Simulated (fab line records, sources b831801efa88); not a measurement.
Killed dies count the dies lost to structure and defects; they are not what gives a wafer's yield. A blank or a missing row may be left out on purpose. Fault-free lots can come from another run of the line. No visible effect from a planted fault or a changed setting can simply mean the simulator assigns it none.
Which tool is to blame? || flow sky130 || 14 lots (42 wafers sampled), 1 step of a 708-step route

== WHAT THE GAUGES SHOWED, per wafer ==
Not one reading of a measure or inspect step in the record can be checked against a usual standard deviation.

== WHICH TOOL RAN EACH LOT (tool, then ch and the chambers of the sampled wafers, then the start) ==
{"lot": "L706", "SKY_LOCAL_INTERCONNECT_SPUTTER_00": "pvd sputter-02, day 30 10:37"}
{"lot": "L707", "SKY_LOCAL_INTERCONNECT_SPUTTER_00": "pvd sputter-04, day 30 15:18"}
{"lot": "L708", "SKY_LOCAL_INTERCONNECT_SPUTTER_00": "pvd sputter-01, day 30 15:37"}
{"lot": "L710", "SKY_LOCAL_INTERCONNECT_SPUTTER_00": "pvd sputter-02, day 30 23:07"}
{"lot": "L709", "SKY_LOCAL_INTERCONNECT_SPUTTER_00": "pvd sputter-01, day 30 23:14"}
{"lot": "L715", "SKY_LOCAL_INTERCONNECT_SPUTTER_00": "pvd sputter-02, day 32 08:34"}
{"lot": "L718", "SKY_LOCAL_INTERCONNECT_SPUTTER_00": "pvd sputter-02, day 33 04:44"}
{"lot": "L721", "SKY_LOCAL_INTERCONNECT_SPUTTER_00": "pvd sputter-04, day 34 06:14"}
{"lot": "L723", "SKY_LOCAL_INTERCONNECT_SPUTTER_00": "pvd sputter-01, day 34 16:53"}
{"lot": "L724", "SKY_LOCAL_INTERCONNECT_SPUTTER_00": "pvd sputter-01, day 34 22:28"}
{"lot": "L725", "SKY_LOCAL_INTERCONNECT_SPUTTER_00": "pvd sputter-01, day 35 09:19"}
{"lot": "L727", "SKY_LOCAL_INTERCONNECT_SPUTTER_00": "pvd sputter-01, day 36 19:25"}
{"lot": "L728", "SKY_LOCAL_INTERCONNECT_SPUTTER_00": "pvd sputter-02, day 36 20:23"}
{"lot": "L729", "SKY_LOCAL_INTERCONNECT_SPUTTER_00": "pvd sputter-01, day 36 23:13"}
- SKY_LOCAL_INTERCONNECT_SPUTTER_00: material TiN, target thk 100 nm, time 83.3 s.

== WHAT THE TOOLS THEMSELVES READ (means of the sampled wafers that have a number; where no wafer has one, the mark that the record gives instead) ==
SKY_LOCAL_INTERCONNECT_SPUTTER_00. Usual: chamber pressure pa 0.3999 Pa, standard deviation 0.00082; substrate temp c 300.00 C, standard deviation 0.18; throttle valve pct 29.7 %, standard deviation 1.5.
{"lot": "L706", "tool": "pvd sputter-02", "chamber pressure pa (Pa)": 0.3995, "substrate temp c (C)": 299.84, "throttle valve pct (%)": 30.7, "flag": ""}
{"lot": "L707", "tool": "pvd sputter-04", "chamber pressure pa (Pa)": 0.4002, "substrate temp c (C)": 300.17, "throttle valve pct (%)": 30.1, "flag": ""}
{"lot": "L708", "tool": "pvd sputter-01", "chamber pressure pa (Pa)": 0.3999, "substrate temp c (C)": 299.95, "throttle valve pct (%)": 29.0, "flag": ""}
{"lot": "L710", "tool": "pvd sputter-02", "chamber pressure pa (Pa)": 0.3991, "substrate temp c (C)": 299.99, "throttle valve pct (%)": 30.3, "flag": ""}
{"lot": "L709", "tool": "pvd sputter-01", "chamber pressure pa (Pa)": 0.4001, "substrate temp c (C)": 300.00, "throttle valve pct (%)": 29.1, "flag": ""}
{"lot": "L715", "tool": "pvd sputter-02", "chamber pressure pa (Pa)": 0.3836, "substrate temp c (C)": 299.87, "throttle valve pct (%)": 29.2, "flag": "OFF"}
{"lot": "L718", "tool": "pvd sputter-02", "chamber pressure pa (Pa)": 0.3850, "substrate temp c (C)": 299.97, "throttle valve pct (%)": 29.0, "flag": "OFF"}
{"lot": "L721", "tool": "pvd sputter-04", "chamber pressure pa (Pa)": 0.3997, "substrate temp c (C)": 299.94, "throttle valve pct (%)": 30.8, "flag": ""}
{"lot": "L723", "tool": "pvd sputter-01", "chamber pressure pa (Pa)": 0.3996, "substrate temp c (C)": 300.14, "throttle valve pct (%)": 29.8, "flag": ""}
{"lot": "L724", "tool": "pvd sputter-01", "chamber pressure pa (Pa)": 0.4006, "substrate temp c (C)": 299.94, "throttle valve pct (%)": 29.2, "flag": ""}
{"lot": "L725", "tool": "pvd sputter-01", "chamber pressure pa (Pa)": 0.4006, "substrate temp c (C)": 299.86, "throttle valve pct (%)": 28.7, "flag": ""}
{"lot": "L727", "tool": "pvd sputter-01", "chamber pressure pa (Pa)": 0.3998, "substrate temp c (C)": 300.08, "throttle valve pct (%)": 30.0, "flag": ""}
{"lot": "L728", "tool": "pvd sputter-02", "chamber pressure pa (Pa)": 0.4000, "substrate temp c (C)": 299.73, "throttle valve pct (%)": 28.8, "flag": ""}
{"lot": "L729", "tool": "pvd sputter-01", "chamber pressure pa (Pa)": 0.3998, "substrate temp c (C)": 300.00, "throttle valve pct (%)": 29.9, "flag": ""}

== THE ANSWER, worked out from the rows above alone ==
Rule: lot off if the mean of its wafers having a number is beyond 3 standard deviations from the usual mean. A lot without any number at a reading at which 4 lots or more have one is off too. Where the step has rows for the other lots, those lots are counted as sound. After the gauges, taken in route order, come the tools' own readings; for these a lot's mean is taken, as printed above. At the first step where some lot is off, the reading lying furthest off is the one used; lots without a number count as furthest.
Off: L715, L718 (SKY_LOCAL_INTERCONNECT_SPUTTER_00, chamber pressure pa).
If a tool, at that step or one of the process steps before it, ran each lot that is off and ran no sound lot following the first of them, it fits. No candidate that was tried fits.

== WHAT THE SIMULATOR HAD PUT IN ==
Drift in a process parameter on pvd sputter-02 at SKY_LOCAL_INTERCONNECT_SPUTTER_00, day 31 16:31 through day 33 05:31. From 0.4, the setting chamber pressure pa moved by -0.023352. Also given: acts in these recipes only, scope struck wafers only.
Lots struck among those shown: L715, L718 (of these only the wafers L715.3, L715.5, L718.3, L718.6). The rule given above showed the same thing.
